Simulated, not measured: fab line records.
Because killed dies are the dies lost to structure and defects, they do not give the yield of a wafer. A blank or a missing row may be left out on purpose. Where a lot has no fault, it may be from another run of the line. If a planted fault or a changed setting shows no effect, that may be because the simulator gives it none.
Split-lot study + flow sfq_line + on a route of 325 steps: 5 lots, 23 wafers read

## SPLIT DETAILS
At SFQ_TRILAYER_M1_LITHO_PEB_042 (peb time 60 s), the setting peb_temp_c was moved away from the recipe's 115 C on 8 of the 23 wafers read, by -2.1% to -1.3%. The other wafers ran this setting at the recipe's value.

There is no step in the file separating the split from the reading.

## THE READING
M1.cd_nm (the simulator's own value, which no gauge read), in nm, at SFQ_TRILAYER_M1_BARC_OPEN_METAL_ETCH_054 (etches BARC in O2, target depth 125 nm, time 41.7 s). There is no usual value for it anywhere in the file. Average 501.6 nm, standard deviation 1.2 nm, over the 15 wafers here run with the recipe.

| wafer  | tool, chamber at the split | peb_temp_c as run, C | against the recipe | M1.cd_nm, nm | against lot-mates on the recipe |
|--------|----------------------------|----------------------|--------------------|--------------|---------------------------------|
| L075.1 | litho_track-04, 0          | 113.2                | -1.6%              | 535.7        | +33.9                           |
| L075.2 | litho_track-04, 0          | 115                  | recipe             | 502.2        | -                               |
| L075.3 | litho_track-04, 0          | 115                  | recipe             | 501.5        | -                               |
| L075.4 | litho_track-04, 0          | 113.2                | -1.6%              | 536.4        | +34.5                           |
| L075.6 | litho_track-04, 0          | 113.2                | -1.6%              | 536.4        | +34.5                           |
| L078.2 | litho_track-04, 0          | 115                  | recipe             | 501.5        | -                               |
| L078.3 | litho_track-04, 0          | 113.5                | -1.3%              | 527.7        | +26.7                           |
| L078.4 | litho_track-04, 0          | 115                  | recipe             | 500.4        | -                               |
| L078.5 | litho_track-04, 0          | 115                  | recipe             | 501.1        | -                               |
| L078.6 | litho_track-04, 0          | 113.5                | -1.3%              | 529.5        | +28.5                           |
| L080.1 | litho_track-03, 0          | 115                  | recipe             | 502          | -                               |
| L080.3 | litho_track-03, 0          | 115                  | recipe             | 502.8        | -                               |
| L080.4 | litho_track-03, 0          | 115                  | recipe             | 500          | -                               |
| L083.1 | litho_track-03, 0          | 115                  | recipe             | 502.1        | -                               |
| L083.2 | litho_track-03, 0          | 115                  | recipe             | 502.7        | -                               |
| L083.3 | litho_track-03, 0          | 115                  | recipe             | 502.4        | -                               |
| L083.4 | litho_track-03, 0          | 115                  | recipe             | 504          | -                               |
| L083.5 | litho_track-03, 0          | 115                  | recipe             | 502          | -                               |
| L084.1 | litho_track-04, 0          | 112.6                | -2.1%              | 547.8        | +47.9                           |
| L084.2 | litho_track-04, 0          | 112.6                | -2.1%              | 546.4        | +46.5                           |
| L084.3 | litho_track-04, 0          | 112.6                | -2.1%              | 546.4        | +46.5                           |
| L084.5 | litho_track-04, 0          | 115                  | recipe             | 499.5        | -                               |
| L084.6 | litho_track-04, 0          | 115                  | recipe             | 500.2        | -                               |

FIT RESULTS
A straight line over all 23 wafers: M1.cd_nm changes by -21.7 nm for each +1% of peb_temp_c; r = -1.00; the points scatter about the line by 1.2 nm.
The same after taking each lot's own level away (the mean of its wafers on the recipe; 23 wafers): -22.2 nm for each +1%; r = -1.00; scatter 0.89 nm.
The reading moves by 46 nm for the largest change in peb_temp_c, on that fit.
The span of the lots' own levels, 499.85 to 502.64 nm, comes to 2.4 times the standard deviation stated above.
So the lot-to-lot level changes the slope little: the two slopes agree.
Check: with one of the wafers moved furthest among these (-2.1%) left out of the fit, the line predicts +45.8 nm for it against its lot-mates. Against them it came out at +47.9 nm.

## OTHER SPLITS ON THESE WAFERS
These wafers also went through other splits before the reading. Each is held against what the fit with the lots' levels taken away leaves over:
| other split on the same wafers                     | wafers away from the commonest value | r with M1.cd_nm (lot level and that fit taken away) |
|----------------------------------------------------|--------------------------------------|-----------------------------------------------------|
| SFQ_TRILAYER_INCOMING_OXIDATION_002 ox_time_s      | 18                                   | +0.01                                               |
| SFQ_TRILAYER_L0_LITHO_COAT_005 spin_rpm            | 7                                    | +0.00                                               |
| SFQ_TRILAYER_L0_VIA_BARC_OPEN_VIA_ETCH_021 time_s  | 4                                    | -0.48                                               |
| SFQ_TRILAYER_M0_DEP_SPUTTER_019 time_s             | 7                                    | +0.18                                               |
| SFQ_TRILAYER_M0_LITHO_COAT_026 resist_thk_nm       | 10                                   | +0.15                                               |
| SFQ_TRILAYER_M0_ETCH_METAL_ETCH_024 pressure_mtorr | 15                                   | +0.25                                               |
| SFQ_TRILAYER_I0_VIA_LITHO_COAT_031 spin_rpm        | 10                                   | +0.20                                               |
| SFQ_TRILAYER_I0_VIA_LITHO_PEB_034 peb_time_s       | 6                                    | +0.13                                               |
| SFQ_TRILAYER_I0_VIA_ETCH_VIA_ETCH_034 bias_w       | 8                                    | -0.16                                               |

## THE FILE'S OWN FIT
M1.cd_nm changes by -22.1 nm for each +1% of peb_temp_c, r = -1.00.
